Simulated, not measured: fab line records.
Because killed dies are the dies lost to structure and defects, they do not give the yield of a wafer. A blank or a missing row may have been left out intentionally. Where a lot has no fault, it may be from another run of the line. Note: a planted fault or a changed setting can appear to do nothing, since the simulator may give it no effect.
fab line records || flow sky130 || part 2 of 2: steps 26 to 36 of 36
[record] {"lots": 5, "wafers": 15, "last_day": 50}
route steps=708 shown SD_P@330 RES_XHIGH@332 SD_N@342 SALICIDE@361 LI_CONTACT@362
lots that met no fault: taken from a fault-free run of the same line
start_h: hours from the record's opening day to when the first of the lot's shown wafers began || wait_h: hours elapsed since this lot's preceding step || " same as the row above || L1.1+2: several wafers, shown together as one row || - no value present, or no start provided || * or withheld: withheld || < > ~ a bound
route shown NAME@n: names a module that has steps shown in the file, with the first one's number in the route || usual: mean/standard deviation taken from wafers without a fault || same: alike in all rows || chamber/n: place in a boat || sites: readings site by site || _std_site: standard deviation across them || _edge_site: the outer-site mean with the inner-site mean subtracted || radius_mm: how far each site lies from the wafer's centre || mask NAME#n: copy n || behind: the most recent tool/chamber to have shaped the wafer || hold: what put the lot on hold/how long, in hours/how the hold closed || device: which transistor (n, p or np) failed to switch || end of line: tests of these same wafers at the route's end || a step given without rows: its recipe and nothing more || killed: dies lost to structure and defects at the first sort, not the wafer's yield || map: dies across one wafer; x = killed, . = not, _ = none there
set.NAME: setting as actually run; set.NAME@STEP: the setting as run at that earlier step || model.NAME: the simulator's own value behind a step, which no gauge read
lots at some steps of the route; a table a step, a row a wafer
services: the hour from which a tool's chamber was out of use, counted from the record's first day as start_h (under 0 if before that day), plus the number of hours and why
[[steps]]
[step SKY_SD_N_CLEAN_13]
[recipe] {"chemistry": "SC1/SC2", "mix": "1:4:20", "temp_c": 70, "time_s": 150, "dry": "n2_spin"}
[usual] {"bath_heat_duty_pct": "12.7/1.8"}
{"lot.wafer": "L076.2", "tool": "wet_bench-04", "chamber": 0, "start_h": 667.78, "wait_h": 0.0, "bath_heat_duty_pct": 15.6}
{"lot.wafer": "L076.5", "tool": "wet_bench-04", "chamber": 0, "start_h": 667.78, "wait_h": 0.0, "bath_heat_duty_pct": 15.5}
{"lot.wafer": "L076.6", "tool": "wet_bench-04", "chamber": 0, "start_h": 667.78, "wait_h": 0.0, "bath_heat_duty_pct": 14.4}
{"lot.wafer": "L084.2", "tool": "wet_bench-04", "chamber": 3, "start_h": 737.65, "wait_h": 0.0, "bath_heat_duty_pct": 10.8}
{"lot.wafer": "L084.3", "tool": "wet_bench-04", "chamber": 3, "start_h": 737.65, "wait_h": 0.0, "bath_heat_duty_pct": 11.6}
{"lot.wafer": "L084.5", "tool": "wet_bench-04", "chamber": 3, "start_h": 737.65, "wait_h": 0.0, "bath_heat_duty_pct": 10.8}
{"lot.wafer": "L088.2", "tool": "wet_bench-02", "chamber": 3, "start_h": 770.83, "wait_h": 0.0, "bath_heat_duty_pct": 11.5}
{"lot.wafer": "L088.5", "tool": "wet_bench-02", "chamber": 3, "start_h": 770.83, "wait_h": 0.0, "bath_heat_duty_pct": 11.1}
{"lot.wafer": "L088.6", "tool": "wet_bench-02", "chamber": 3, "start_h": 770.83, "wait_h": 0.0, "bath_heat_duty_pct": 11.3}
{"lot.wafer": "L092.2", "tool": "wet_bench-02", "chamber": 3, "start_h": 795.40, "wait_h": 0.0, "bath_heat_duty_pct": 9.9}
{"lot.wafer": "L092.3", "tool": "wet_bench-02", "chamber": 3, "start_h": 795.40, "wait_h": 0.0, "bath_heat_duty_pct": 10.0}
{"lot.wafer": "L092.4", "tool": "wet_bench-02", "chamber": 3, "start_h": 795.40, "wait_h": 0.0, "bath_heat_duty_pct": 10.0}
{"lot.wafer": "L094.1", "tool": "wet_bench-02", "chamber": 0, "start_h": 807.75, "wait_h": 0.1, "bath_heat_duty_pct": 13.3}
{"lot.wafer": "L094.2", "tool": "wet_bench-02", "chamber": 0, "start_h": 807.75, "wait_h": 0.1, "bath_heat_duty_pct": 13.3}
{"lot.wafer": "L094.5", "tool": "wet_bench-02", "chamber": 0, "start_h": 807.75, "wait_h": 0.1, "bath_heat_duty_pct": 12.9}
[step SKY_SD_N_RTA_14]
[recipe] {"temp_c": 1075, "time_s": 2, "idle_temp_c": 650, "ramp_up_c_per_s": 150, "ramp_down_c_per_s": 90, "ambient": "N2"}
[usual] {"lamp_power_pct": "15.74/0.053", "ramp_down_c_per_s": "89.998/0.017", "wafer_temp_C_max": "1078.0/1.5"}
{"lot.wafer": "L076.2", "tool": "rtp_anneal-02", "chamber": 0, "start_h": 667.84, "wait_h": 0.0, "lamp_power_pct": 15.84, "ramp_down_c_per_s": 90.017, "wafer_temp_C_max": 1078.9}
{"lot.wafer": "L076.5", "tool": "rtp_anneal-02", "chamber": 0, "start_h": 667.84, "wait_h": 0.0, "lamp_power_pct": 15.68, "ramp_down_c_per_s": 89.991, "wafer_temp_C_max": 1080.1}
{"lot.wafer": "L076.6", "tool": "rtp_anneal-02", "chamber": 0, "start_h": 667.84, "wait_h": 0.0, "lamp_power_pct": 15.78, "ramp_down_c_per_s": 89.987, "wafer_temp_C_max": 1077.8}
{"lot.wafer": "L084.2", "tool": "rtp_anneal-02", "chamber": 0, "start_h": 737.72, "wait_h": 0.0, "lamp_power_pct": 15.84, "ramp_down_c_per_s": 89.990, "wafer_temp_C_max": 1078.4}
{"lot.wafer": "L084.3", "tool": "rtp_anneal-02", "chamber": 0, "start_h": 737.72, "wait_h": 0.0, "lamp_power_pct": 15.73, "ramp_down_c_per_s": 89.984, "wafer_temp_C_max": 1076.1}
{"lot.wafer": "L084.5", "tool": "rtp_anneal-02", "chamber": 0, "start_h": 737.72, "wait_h": 0.0, "lamp_power_pct": 15.61, "ramp_down_c_per_s": 90.022, "wafer_temp_C_max": 1076.2}
{"lot.wafer": "L088.2", "tool": "rtp_anneal-02", "chamber": 0, "start_h": 770.89, "wait_h": 0.0, "lamp_power_pct": 15.73, "ramp_down_c_per_s": 90.004, "wafer_temp_C_max": 1078.8}
{"lot.wafer": "L088.5", "tool": "rtp_anneal-02", "chamber": 0, "start_h": 770.89, "wait_h": 0.0, "lamp_power_pct": 15.68, "ramp_down_c_per_s": 90.006, "wafer_temp_C_max": 1077.9}
{"lot.wafer": "L088.6", "tool": "rtp_anneal-02", "chamber": 0, "start_h": 770.89, "wait_h": 0.0, "lamp_power_pct": 15.68, "ramp_down_c_per_s": 89.984, "wafer_temp_C_max": 1078.6}
{"lot.wafer": "L092.2", "tool": "rtp_anneal-02", "chamber": 0, "start_h": 795.46, "wait_h": 0.0, "lamp_power_pct": 15.87, "ramp_down_c_per_s": 90.019, "wafer_temp_C_max": 1078.5}
{"lot.wafer": "L092.3", "tool": "rtp_anneal-02", "chamber": 0, "start_h": 795.46, "wait_h": 0.0, "lamp_power_pct": 15.74, "ramp_down_c_per_s": 90.008, "wafer_temp_C_max": 1079.4}
{"lot.wafer": "L092.4", "tool": "rtp_anneal-02", "chamber": 0, "start_h": 795.46, "wait_h": 0.0, "lamp_power_pct": 15.75, "ramp_down_c_per_s": 90.002, "wafer_temp_C_max": 1074.8}
{"lot.wafer": "L094.1", "tool": "rtp_anneal-02", "chamber": 0, "start_h": 807.80, "wait_h": 0.0, "lamp_power_pct": 15.71, "ramp_down_c_per_s": 89.995, "wafer_temp_C_max": 1079.9}
{"lot.wafer": "L094.2", "tool": "rtp_anneal-02", "chamber": 0, "start_h": 807.80, "wait_h": 0.0, "lamp_power_pct": 15.78, "ramp_down_c_per_s": 90.011, "wafer_temp_C_max": 1078.8}
{"lot.wafer": "L094.5", "tool": "rtp_anneal-02", "chamber": 0, "start_h": 807.80, "wait_h": 0.0, "lamp_power_pct": 15.72, "ramp_down_c_per_s": 89.976, "wafer_temp_C_max": 1080.6}
[step SKY_SD_N_RS_MEAS_16]
[recipe] {"thk_meas_gauge": "four-point-probe"}
[usual] {"SD_N_RS": "68.86/0.15"}
{"lot.wafer": "L076.2", "tool": "film_metro-01", "chamber": "-", "start_h": 668.03, "wait_h": 0.1, "SD_N_RS[ohm/sq]": 69.00}
{"lot.wafer": "L076.5", "tool": "film_metro-01", "chamber": "-", "start_h": 668.03, "wait_h": 0.1, "SD_N_RS[ohm/sq]": 68.81}
{"lot.wafer": "L076.6", "tool": "film_metro-01", "chamber": "-", "start_h": 668.03, "wait_h": 0.1, "SD_N_RS[ohm/sq]": 68.84}
{"lot.wafer": "L084.2", "tool": "film_metro-03", "chamber": "-", "start_h": 737.90, "wait_h": 0.1, "SD_N_RS[ohm/sq]": 68.64}
{"lot.wafer": "L084.3", "tool": "film_metro-03", "chamber": "-", "start_h": 737.90, "wait_h": 0.1, "SD_N_RS[ohm/sq]": 68.78}
{"lot.wafer": "L084.5", "tool": "film_metro-03", "chamber": "-", "start_h": 737.90, "wait_h": 0.1, "SD_N_RS[ohm/sq]": 68.62}
{"lot.wafer": "L088.2", "tool": "film_metro-01", "chamber": "-", "start_h": 771.08, "wait_h": 0.1, "SD_N_RS[ohm/sq]": 68.68}
{"lot.wafer": "L088.5", "tool": "film_metro-01", "chamber": "-", "start_h": 771.08, "wait_h": 0.1, "SD_N_RS[ohm/sq]": 68.80}
{"lot.wafer": "L088.6", "tool": "film_metro-01", "chamber": "-", "start_h": 771.08, "wait_h": 0.1, "SD_N_RS[ohm/sq]": 68.64}
{"lot.wafer": "L092.2", "tool": "film_metro-03", "chamber": "-", "start_h": 795.64, "wait_h": 0.1, "SD_N_RS[ohm/sq]": 68.66}
{"lot.wafer": "L092.3", "tool": "film_metro-03", "chamber": "-", "start_h": 795.64, "wait_h": 0.1, "SD_N_RS[ohm/sq]": 68.80}
{"lot.wafer": "L092.4", "tool": "film_metro-03", "chamber": "-", "start_h": 795.64, "wait_h": 0.1, "SD_N_RS[ohm/sq]": 68.80}
{"lot.wafer": "L094.1", "tool": "film_metro-04", "chamber": "-", "start_h": 807.98, "wait_h": 0.1, "SD_N_RS[ohm/sq]": 69.03}
{"lot.wafer": "L094.2", "tool": "film_metro-04", "chamber": "-", "start_h": 807.98, "wait_h": 0.1, "SD_N_RS[ohm/sq]": 69.12}
{"lot.wafer": "L094.5", "tool": "film_metro-04", "chamber": "-", "start_h": 807.98, "wait_h": 0.1, "SD_N_RS[ohm/sq]": 69.12}
[step SKY_SD_N_RS_MEAS_17]
[recipe] {"thk_meas_gauge": "four-point-probe"}
[usual] {"SD_P_RS": "146.9/0.43"}
{"lot.wafer": "L076.2", "tool": "film_metro-01", "chamber": "-", "start_h": 668.15, "wait_h": 0.1, "SD_P_RS[ohm/sq]": 146.9}
{"lot.wafer": "L076.5", "tool": "film_metro-01", "chamber": "-", "start_h": 668.15, "wait_h": 0.1, "SD_P_RS[ohm/sq]": 146.6}
{"lot.wafer": "L076.6", "tool": "film_metro-01", "chamber": "-", "start_h": 668.15, "wait_h": 0.1, "SD_P_RS[ohm/sq]": 147.4}
{"lot.wafer": "L084.2", "tool": "film_metro-03", "chamber": "-", "start_h": 738.02, "wait_h": 0.1, "SD_P_RS[ohm/sq]": 146.6}
{"lot.wafer": "L084.3", "tool": "film_metro-03", "chamber": "-", "start_h": 738.02, "wait_h": 0.1, "SD_P_RS[ohm/sq]": 146.7}
{"lot.wafer": "L084.5", "tool": "film_metro-03", "chamber": "-", "start_h": 738.02, "wait_h": 0.1, "SD_P_RS[ohm/sq]": 146.8}
{"lot.wafer": "L088.2", "tool": "film_metro-01", "chamber": "-", "start_h": 771.20, "wait_h": 0.1, "SD_P_RS[ohm/sq]": 146.6}
{"lot.wafer": "L088.5", "tool": "film_metro-01", "chamber": "-", "start_h": 771.20, "wait_h": 0.1, "SD_P_RS[ohm/sq]": 146.6}
{"lot.wafer": "L088.6", "tool": "film_metro-01", "chamber": "-", "start_h": 771.20, "wait_h": 0.1, "SD_P_RS[ohm/sq]": 146.8}
{"lot.wafer": "L092.2", "tool": "film_metro-03", "chamber": "-", "start_h": 795.76, "wait_h": 0.1, "SD_P_RS[ohm/sq]": 146.5}
{"lot.wafer": "L092.3", "tool": "film_metro-03", "chamber": "-", "start_h": 795.76, "wait_h": 0.1, "SD_P_RS[ohm/sq]": 146.5}
{"lot.wafer": "L092.4", "tool": "film_metro-03", "chamber": "-", "start_h": 795.76, "wait_h": 0.1, "SD_P_RS[ohm/sq]": 146.4}
{"lot.wafer": "L094.1", "tool": "film_metro-04", "chamber": "-", "start_h": 808.10, "wait_h": 0.1, "SD_P_RS[ohm/sq]": 147.1}
{"lot.wafer": "L094.2", "tool": "film_metro-04", "chamber": "-", "start_h": 808.10, "wait_h": 0.1, "SD_P_RS[ohm/sq]": 147.6}
{"lot.wafer": "L094.5", "tool": "film_metro-04", "chamber": "-", "start_h": 808.10, "wait_h": 0.1, "SD_P_RS[ohm/sq]": 147.5}
[step SKY_SD_N_RS_MEAS_18]
[recipe] {"thk_meas_gauge": "four-point-probe"}
[usual] {"RES_XHIGH_RS": "332.8/1.1"}
{"lot.wafer": "L076.2", "tool": "film_metro-01", "chamber": "-", "start_h": 668.27, "wait_h": 0.1, "RES_XHIGH_RS[ohm/sq]": 331.2}
{"lot.wafer": "L076.5", "tool": "film_metro-01", "chamber": "-", "start_h": 668.27, "wait_h": 0.1, "RES_XHIGH_RS[ohm/sq]": 331.3}
{"lot.wafer": "L076.6", "tool": "film_metro-01", "chamber": "-", "start_h": 668.27, "wait_h": 0.1, "RES_XHIGH_RS[ohm/sq]": 331.1}
{"lot.wafer": "L084.2", "tool": "film_metro-03", "chamber": "-", "start_h": 738.14, "wait_h": 0.1, "RES_XHIGH_RS[ohm/sq]": 333.2}
{"lot.wafer": "L084.3", "tool": "film_metro-03", "chamber": "-", "start_h": 738.14, "wait_h": 0.1, "RES_XHIGH_RS[ohm/sq]": 333.0}
{"lot.wafer": "L084.5", "tool": "film_metro-03", "chamber": "-", "start_h": 738.14, "wait_h": 0.1, "RES_XHIGH_RS[ohm/sq]": 333.5}
{"lot.wafer": "L088.2", "tool": "film_metro-01", "chamber": "-", "start_h": 771.32, "wait_h": 0.1, "RES_XHIGH_RS[ohm/sq]": 332.7}
{"lot.wafer": "L088.5", "tool": "film_metro-01", "chamber": "-", "start_h": 771.32, "wait_h": 0.1, "RES_XHIGH_RS[ohm/sq]": 332.3}
{"lot.wafer": "L088.6", "tool": "film_metro-01", "chamber": "-", "start_h": 771.32, "wait_h": 0.1, "RES_XHIGH_RS[ohm/sq]": 333.7}
{"lot.wafer": "L092.2", "tool": "film_metro-03", "chamber": "-", "start_h": 795.88, "wait_h": 0.1, "RES_XHIGH_RS[ohm/sq]": 332.6}
{"lot.wafer": "L092.3", "tool": "film_metro-03", "chamber": "-", "start_h": 795.88, "wait_h": 0.1, "RES_XHIGH_RS[ohm/sq]": 332.1}
{"lot.wafer": "L092.4", "tool": "film_metro-03", "chamber": "-", "start_h": 795.88, "wait_h": 0.1, "RES_XHIGH_RS[ohm/sq]": 331.5}
{"lot.wafer": "L094.1", "tool": "film_metro-04", "chamber": "-", "start_h": 808.22, "wait_h": 0.1, "RES_XHIGH_RS[ohm/sq]": 333.1}
{"lot.wafer": "L094.2", "tool": "film_metro-04", "chamber": "-", "start_h": 808.22, "wait_h": 0.1, "RES_XHIGH_RS[ohm/sq]": 333.2}
{"lot.wafer": "L094.5", "tool": "film_metro-04", "chamber": "-", "start_h": 808.22, "wait_h": 0.1, "RES_XHIGH_RS[ohm/sq]": 332.9}
[step SKY_SALICIDE_CLEAN_00]
[recipe] {"chemistry": "HF-last", "time_s": 30, "dilution": "100:1", "dry": "ipa_marangoni"}
{"lot.wafer": "L076.2+5+6", "tool": "wet_bench-02", "chamber": 2, "start_h": 668.37, "wait_h": 0.1}
{"lot.wafer": "L084.2+3+5", "tool": "wet_bench-04", "chamber": 2, "start_h": 738.24, "wait_h": 0.1}
{"lot.wafer": "L088.2+5+6", "tool": "wet_bench-04", "chamber": 3, "start_h": 771.42, "wait_h": 0.1}
{"lot.wafer": "L092.2+3+4", "tool": "wet_bench-02", "chamber": 1, "start_h": 795.98, "wait_h": 0.1}
{"lot.wafer": "L094.1+2+5", "tool": "wet_bench-04", "chamber": 0, "start_h": 808.34, "wait_h": 0.1}
[step SKY_LI_CONTACT_HDPCVD_00]
[recipe] {"material": "PSG", "target_thk_nm": 930, "sigma_open_frac": 0.3, "time_s": 155, "temp_c": 600, "sih4_flow_sccm": 60, "pressure_mtorr": 6}
{"lot.wafer": "L076.2+5+6", "tool": "hdpcvd-02", "chamber": "1,0,1", "start_h": 668.38, "wait_h": 0.0}
{"lot.wafer": "L084.2+3+5", "tool": "hdpcvd-01", "chamber": "2,0,1", "start_h": 738.26, "wait_h": 0.0}
{"lot.wafer": "L088.2+5+6", "tool": "hdpcvd-02", "chamber": "0,2,1", "start_h": 771.43, "wait_h": 0.0}
{"lot.wafer": "L092.2+3+4", "tool": "hdpcvd-01", "chamber": "0,2,0", "start_h": 796.00, "wait_h": 0.0}
{"lot.wafer": "L094.1+2+5", "tool": "hdpcvd-02", "chamber": "2,0,1", "start_h": 808.35, "wait_h": 0.0}
[step SKY_LI_CONTACT_THK_MEAS_01]
[recipe] {"reads": "PSG_of_LI_CONTACT_HDPCVD_00"}
[usual] {"LI_CONTACT_HDPCVD_THK": "926/15"}
{"lot.wafer": "L076.2", "tool": "film_metro-04", "chamber": "-", "start_h": 668.49, "wait_h": 0.1, "LI_CONTACT_HDPCVD_THK[nm]": 919}
{"lot.wafer": "L076.5", "tool": "film_metro-04", "chamber": "-", "start_h": 668.49, "wait_h": 0.1, "LI_CONTACT_HDPCVD_THK[nm]": 896}
{"lot.wafer": "L076.6", "tool": "film_metro-04", "chamber": "-", "start_h": 668.49, "wait_h": 0.1, "LI_CONTACT_HDPCVD_THK[nm]": 914}
{"lot.wafer": "L084.2", "tool": "film_metro-01", "chamber": "-", "start_h": 738.37, "wait_h": 0.1, "LI_CONTACT_HDPCVD_THK[nm]": 928}
{"lot.wafer": "L084.3", "tool": "film_metro-01", "chamber": "-", "start_h": 738.37, "wait_h": 0.1, "LI_CONTACT_HDPCVD_THK[nm]": 938}
{"lot.wafer": "L084.5", "tool": "film_metro-01", "chamber": "-", "start_h": 738.37, "wait_h": 0.1, "LI_CONTACT_HDPCVD_THK[nm]": 943}
{"lot.wafer": "L088.2", "tool": "film_metro-03", "chamber": "-", "start_h": 771.55, "wait_h": 0.1, "LI_CONTACT_HDPCVD_THK[nm]": 913}
{"lot.wafer": "L088.5", "tool": "film_metro-03", "chamber": "-", "start_h": 771.55, "wait_h": 0.1, "LI_CONTACT_HDPCVD_THK[nm]": 940}
{"lot.wafer": "L088.6", "tool": "film_metro-03", "chamber": "-", "start_h": 771.55, "wait_h": 0.1, "LI_CONTACT_HDPCVD_THK[nm]": 929}
{"lot.wafer": "L092.2", "tool": "film_metro-01", "chamber": "-", "start_h": 796.11, "wait_h": 0.1, "LI_CONTACT_HDPCVD_THK[nm]": 920}
{"lot.wafer": "L092.3", "tool": "film_metro-01", "chamber": "-", "start_h": 796.11, "wait_h": 0.1, "LI_CONTACT_HDPCVD_THK[nm]": 928}
{"lot.wafer": "L092.4", "tool": "film_metro-01", "chamber": "-", "start_h": 796.11, "wait_h": 0.1, "LI_CONTACT_HDPCVD_THK[nm]": 940}
{"lot.wafer": "L094.1", "tool": "film_metro-04", "chamber": "-", "start_h": 808.46, "wait_h": 0.1, "LI_CONTACT_HDPCVD_THK[nm]": 943}
{"lot.wafer": "L094.2", "tool": "film_metro-04", "chamber": "-", "start_h": 808.46, "wait_h": 0.1, "LI_CONTACT_HDPCVD_THK[nm]": 913}
{"lot.wafer": "L094.5", "tool": "film_metro-04", "chamber": "-", "start_h": 808.46, "wait_h": 0.1, "LI_CONTACT_HDPCVD_THK[nm]": 907}
[step SKY_LI_CONTACT_CMP_02]
[recipe] {"material": "PSG", "down_force_psi": 4, "platen_rpm": 60, "pad_velocity_m_s": 0.94248}
[usual] {"motor_current_A": "12.6/1.2", "retaining_ring_pressure_frac": "1.000/0.0049", "time_to_endpoint_s": "33/3.9"}
{"lot.wafer": "L076.2", "tool": "cmp-02", "chamber": 0, "start_h": 668.64, "wait_h": 0.1, "motor_current_A": 10.6, "retaining_ring_pressure_frac": 0.999, "time_to_endpoint_s": 32}
{"lot.wafer": "L076.5", "tool": "cmp-02", "chamber": 2, "start_h": 668.64, "wait_h": 0.1, "motor_current_A": 13.4, "retaining_ring_pressure_frac": 1.003, "time_to_endpoint_s": 26}
{"lot.wafer": "L076.6", "tool": "cmp-02", "chamber": 3, "start_h": 668.64, "wait_h": 0.1, "motor_current_A": 13.4, "retaining_ring_pressure_frac": 0.997, "time_to_endpoint_s": 29}
{"lot.wafer": "L084.3", "tool": "cmp-01", "chamber": 0, "start_h": 738.42, "wait_h": 0.0, "motor_current_A": 12.9, "retaining_ring_pressure_frac": 1.001, "time_to_endpoint_s": 37}
{"lot.wafer": "L084.2", "tool": "cmp-01", "chamber": 2, "start_h": 738.42, "wait_h": 0.0, "motor_current_A": 11.4, "retaining_ring_pressure_frac": 1.003, "time_to_endpoint_s": 37}
{"lot.wafer": "L084.5", "tool": "cmp-01", "chamber": 0, "start_h": 738.42, "wait_h": 0.0, "motor_current_A": 13.4, "retaining_ring_pressure_frac": 1.000, "time_to_endpoint_s": 37}
{"lot.wafer": "L088.2", "tool": "cmp-02", "chamber": 0, "start_h": 771.70, "wait_h": 0.1, "motor_current_A": 10.9, "retaining_ring_pressure_frac": 0.997, "time_to_endpoint_s": 31}
{"lot.wafer": "L088.6", "tool": "cmp-02", "chamber": 2, "start_h": 771.70, "wait_h": 0.1, "motor_current_A": 14.0, "retaining_ring_pressure_frac": 1.000, "time_to_endpoint_s": 33}
{"lot.wafer": "L088.5", "tool": "cmp-02", "chamber": 3, "start_h": 771.70, "wait_h": 0.1, "motor_current_A": 13.7, "retaining_ring_pressure_frac": 1.006, "time_to_endpoint_s": 34}
{"lot.wafer": "L092.3", "tool": "cmp-02", "chamber": 2, "start_h": 796.16, "wait_h": 0.0, "motor_current_A": 13.8, "retaining_ring_pressure_frac": 0.999, "time_to_endpoint_s": 30}
{"lot.wafer": "L092.2", "tool": "cmp-02", "chamber": 0, "start_h": 796.16, "wait_h": 0.0, "motor_current_A": 10.8, "retaining_ring_pressure_frac": 1.001, "time_to_endpoint_s": 31}
{"lot.wafer": "L092.4", "tool": "cmp-02", "chamber": 1, "start_h": 796.16, "wait_h": 0.0, "motor_current_A": 13.8, "retaining_ring_pressure_frac": 1.001, "time_to_endpoint_s": 29}
{"lot.wafer": "L094.1", "tool": "cmp-02", "chamber": 2, "start_h": 808.52, "wait_h": 0.1, "motor_current_A": 13.0, "retaining_ring_pressure_frac": 1.001, "time_to_endpoint_s": 36}
{"lot.wafer": "L094.2", "tool": "cmp-02", "chamber": 1, "start_h": 808.52, "wait_h": 0.1, "motor_current_A": 13.8, "retaining_ring_pressure_frac": 0.989, "time_to_endpoint_s": 28}
{"lot.wafer": "L094.5", "tool": "cmp-02", "chamber": 2, "start_h": 808.52, "wait_h": 0.1, "motor_current_A": 12.7, "retaining_ring_pressure_frac": 1.007, "time_to_endpoint_s": 32}
[step SKY_LI_CONTACT_BOW_MEAS_03]
[recipe] {"mode": "bow"}
[usual] {"LI_CONTACT_BOW": "55/6.5"}
{"lot.wafer": "L076.2", "tool": "film_metro-04", "chamber": "-", "start_h": 668.86, "wait_h": 0.2, "LI_CONTACT_BOW[um]": 63}
{"lot.wafer": "L076.5", "tool": "film_metro-04", "chamber": "-", "start_h": 668.86, "wait_h": 0.2, "LI_CONTACT_BOW[um]": 65}
{"lot.wafer": "L076.6", "tool": "film_metro-04", "chamber": "-", "start_h": 668.86, "wait_h": 0.2, "LI_CONTACT_BOW[um]": 54}
{"lot.wafer": "L084.2", "tool": "film_metro-01", "chamber": "-", "start_h": 738.74, "wait_h": 0.2, "LI_CONTACT_BOW[um]": 57}
{"lot.wafer": "L084.3", "tool": "film_metro-01", "chamber": "-", "start_h": 738.74, "wait_h": 0.2, "LI_CONTACT_BOW[um]": 40}
{"lot.wafer": "L084.5", "tool": "film_metro-01", "chamber": "-", "start_h": 738.74, "wait_h": 0.2, "LI_CONTACT_BOW[um]": 67}
{"lot.wafer": "L088.2", "tool": "film_metro-04", "chamber": "-", "start_h": 771.92, "wait_h": 0.2, "LI_CONTACT_BOW[um]": 57}
{"lot.wafer": "L088.5", "tool": "film_metro-04", "chamber": "-", "start_h": 771.92, "wait_h": 0.2, "LI_CONTACT_BOW[um]": 54}
{"lot.wafer": "L088.6", "tool": "film_metro-04", "chamber": "-", "start_h": 771.92, "wait_h": 0.2, "LI_CONTACT_BOW[um]": 57}
{"lot.wafer": "L092.2", "tool": "film_metro-01", "chamber": "-", "start_h": 796.48, "wait_h": 0.2, "LI_CONTACT_BOW[um]": 52}
{"lot.wafer": "L092.3", "tool": "film_metro-01", "chamber": "-", "start_h": 796.48, "wait_h": 0.2, "LI_CONTACT_BOW[um]": 56}
{"lot.wafer": "L092.4", "tool": "film_metro-01", "chamber": "-", "start_h": 796.48, "wait_h": 0.2, "LI_CONTACT_BOW[um]": 50}
{"lot.wafer": "L094.1", "tool": "film_metro-01", "chamber": "-", "start_h": 808.82, "wait_h": 0.2, "LI_CONTACT_BOW[um]": 58}
{"lot.wafer": "L094.2", "tool": "film_metro-01", "chamber": "-", "start_h": 808.82, "wait_h": 0.2, "LI_CONTACT_BOW[um]": 58}
{"lot.wafer": "L094.5", "tool": "film_metro-01", "chamber": "-", "start_h": 808.82, "wait_h": 0.2, "LI_CONTACT_BOW[um]": 53}
[step SKY_LI_CONTACT_DEHYDRATE_04]
[recipe] {"temp_c": 200, "time_s": 60}
[usual] {"heater_power_total_W": "160.37/0.13"}
{"lot.wafer": "L076.2", "tool": "litho_track-03", "chamber": 0, "start_h": 682.76, "wait_h": 13.9, "heater_power_total_W": 160.26}
{"lot.wafer": "L076.5", "tool": "litho_track-03", "chamber": 0, "start_h": 682.76, "wait_h": 13.9, "heater_power_total_W": 160.45}
{"lot.wafer": "L076.6", "tool": "litho_track-03", "chamber": 0, "start_h": 682.76, "wait_h": 13.9, "heater_power_total_W": 160.41}
{"lot.wafer": "L084.2", "tool": "litho_track-01", "chamber": 0, "start_h": 751.50, "wait_h": 12.7, "heater_power_total_W": 160.21}
{"lot.wafer": "L084.3", "tool": "litho_track-01", "chamber": 0, "start_h": 751.50, "wait_h": 12.7, "heater_power_total_W": 160.30}
{"lot.wafer": "L084.5", "tool": "litho_track-01", "chamber": 0, "start_h": 751.50, "wait_h": 12.7, "heater_power_total_W": 160.42}
{"lot.wafer": "L088.2", "tool": "litho_track-03", "chamber": 0, "start_h": 783.96, "wait_h": 12.0, "heater_power_total_W": 160.21}
{"lot.wafer": "L088.5", "tool": "litho_track-03", "chamber": 0, "start_h": 783.96, "wait_h": 12.0, "heater_power_total_W": 160.33}
{"lot.wafer": "L088.6", "tool": "litho_track-03", "chamber": 0, "start_h": 783.96, "wait_h": 12.0, "heater_power_total_W": 160.21}
{"lot.wafer": "L092.2", "tool": "litho_track-02", "chamber": 0, "start_h": 808.89, "wait_h": 12.4, "heater_power_total_W": 160.45}
{"lot.wafer": "L092.3", "tool": "litho_track-02", "chamber": 0, "start_h": 808.89, "wait_h": 12.4, "heater_power_total_W": 160.58}
{"lot.wafer": "L092.4", "tool": "litho_track-02", "chamber": 0, "start_h": 808.89, "wait_h": 12.4, "heater_power_total_W": 160.32}
{"lot.wafer": "L094.1", "tool": "litho_track-03", "chamber": 0, "start_h": 821.98, "wait_h": 13.1, "heater_power_total_W": 160.27}
{"lot.wafer": "L094.2", "tool": "litho_track-03", "chamber": 0, "start_h": 821.98, "wait_h": 13.1, "heater_power_total_W": 160.34}
{"lot.wafer": "L094.5", "tool": "litho_track-03", "chamber": 0, "start_h": 821.98, "wait_h": 13.1, "heater_power_total_W": 160.62}
[[services]]
{"tool": "cmp-02", "chamber": "-", "start_h": 589.78, "hours": 3.6, "kind": "repair"}
{"tool": "cmp-02", "chamber": "-", "start_h": 597.26, "hours": 1.7, "kind": "repair"}
{"tool": "implanter-01", "chamber": "-", "start_h": 616.37, "hours": 3.1, "kind": "pm"}
{"tool": "implanter-03", "chamber": "-", "start_h": 628.96, "hours": 5.4, "kind": "repair"}
{"tool": "cmp-02", "chamber": "-", "start_h": 631.57, "hours": 1.5, "kind": "repair"}
{"tool": "iline_stepper-02", "chamber": "-", "start_h": 638.20, "hours": 1.7, "kind": "pm"}
{"tool": "implanter-03", "chamber": "-", "start_h": 640.26, "hours": 2.5, "kind": "repair"}
{"tool": "plasma_asher-01", "chamber": "-", "start_h": 650.34, "hours": 3.3, "kind": "repair"}
{"tool": "iline_stepper-02", "chamber": "-", "start_h": 660.60, "hours": 3.0, "kind": "repair"}
{"tool": "plasma_asher-04", "chamber": "-", "start_h": 660.70, "hours": 3.5, "kind": "repair"}
{"tool": "implanter-03", "chamber": "-", "start_h": 666.11, "hours": 3.0, "kind": "repair"}
{"tool": "implanter-03", "chamber": "-", "start_h": 669.73, "hours": 3.2, "kind": "pm"}
{"tool": "plasma_asher-04", "chamber": "-", "start_h": 704.86, "hours": 4.5, "kind": "repair"}
{"tool": "implanter-01", "chamber": "-", "start_h": 705.49, "hours": 20.0, "kind": "pm"}
{"tool": "implanter-04", "chamber": "-", "start_h": 723.87, "hours": 4.7, "kind": "pm"}
{"tool": "implanter-01", "chamber": "-", "start_h": 729.40, "hours": 2.7, "kind": "repair"}
{"tool": "implanter-03", "chamber": "-", "start_h": 735.03, "hours": 2.5, "kind": "repair"}
{"tool": "cmp-02", "chamber": "-", "start_h": 744.34, "hours": 4.0, "kind": "pm"}
{"tool": "cmp-02", "chamber": "-", "start_h": 764.69, "hours": 0.8, "kind": "repair"}
{"tool": "plasma_asher-03", "chamber": "-", "start_h": 767.61, "hours": 3.6, "kind": "repair"}
{"tool": "cmp-02", "chamber": "-", "start_h": 772.91, "hours": 6.7, "kind": "repair"}
{"tool": "implanter-04", "chamber": "-", "start_h": 795.97, "hours": 3.9, "kind": "repair"}
{"tool": "implanter-01", "chamber": "-", "start_h": 819.64, "hours": 2.6, "kind": "repair"}
{"tool": "plasma_asher-04", "chamber": "-", "start_h": 820.85, "hours": 1.5, "kind": "repair"}
